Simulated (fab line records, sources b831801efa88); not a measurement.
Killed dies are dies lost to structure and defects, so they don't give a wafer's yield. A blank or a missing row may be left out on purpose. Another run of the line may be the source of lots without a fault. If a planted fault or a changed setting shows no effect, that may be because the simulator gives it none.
One fault seen from 2 desks | flow sky130 | numbers are kept per desk, each desk with only its own; the story behind them comes last

## FOR THE TOOL OWNER'S DESK: iline-stepper-02
The tool's own readings at SKY_SD_N_EXPOSE_04 (exposes mask NSDM, target cd 380 nm): means of the sampled wafers that have a number, for each lot that ran on this tool. If a lot's mean is further than 4 standard deviations from the usual mean, the lot is out of limits and carries the mark OUT (the distance appears in the brackets).
Columns: A = focus-offset-nm at SKY_SD_N_EXPOSE_04, usual 0.0 nm; B = reticle-temp-C at SKY_SD_N_EXPOSE_04, usual 23.02 C
lot  | first seen here | A    | B
L289 | day 28 21:29    | 0.9  | 22.94
L288 | day 28 22:56    | -0.2 | 23.20
L290 | day 29 00:17    | 0.1  | 23.00
L296 | day 30 20:05    | -0.5 | 22.99
L295 | day 30 20:53    | 0.1  | 23.11
This desk's finding: nothing out of limits on any of the 5 lots.

## FROM THE METROLOGY DESK
Means of the sampled wafers that have a number, per lot and without regard to the tool the lot ran on: this is what the gauges read. If a lot's mean is further than 4 standard deviations from the usual mean, the lot is out of limits and carries the mark OUT (the distance appears in the brackets).
Columns: A = SD_N_OVL at SKY_SD_N_OVL_MEAS_08, usual 0.4 nm; B = LOCAL_INTERCONNECT_TIN_THK at SKY_LOCAL_INTERCONNECT_THK_MEAS_02, usual 98.8 nm; C = cd-nm at SKY_CONTACT_CD_MEAS_14, usual 170.0 nm
lot  | first seen here | A                       | B     | C
L287 | day 28 18:08    | 0.3                     | 99.4  | 169.7
L289 | day 29 11:49    | 0.7                     | 98.5  | 172.6
L286 | day 29 12:14    | -0.3                    | 97.8  | 170.6
L288 | day 29 12:59    | 2.8                     | 100.1 | 169.3
L290 | day 29 14:23    | 0.8                     | 98.9  | 170.5
L296 | day 31 09:50    | 213.6 (+99 or more) OUT | 98.4  | 167.3
L295 | day 31 10:44    | 213.2 (+99 or more) OUT | 99.6  | 171.0
L301 | day 33 22:35    | 1.6                     | 99.6  | 168.3
L303 | day 34 09:53    | 3.0                     | 100.4 | 169.5
This desk's finding: out of limits on L295, L296; first on L296, day 31 09:50 (SD_N_OVL at SKY_SD_N_OVL_MEAS_08). L287, L289, L286, L288, L290, L301, L303: within limits.

## ALL TOGETHER
L295, L296 would have let the metrology desk raise an alarm at day 31 09:50.
Nothing out of limits was seen by the tool owner's desk.
Tool owner's desk: L295, L296 on record, inside its limits.
Every lot named ran SKY_SD_N_EXPOSE_04 on iline-stepper-02.

## WHAT THE SIMULATOR PUT IN
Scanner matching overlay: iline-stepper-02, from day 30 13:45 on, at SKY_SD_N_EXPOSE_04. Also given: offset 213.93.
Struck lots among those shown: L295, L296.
Per desk, hours elapsed from the start of the fault to the first reading out of limits: for the metrology desk, 20.
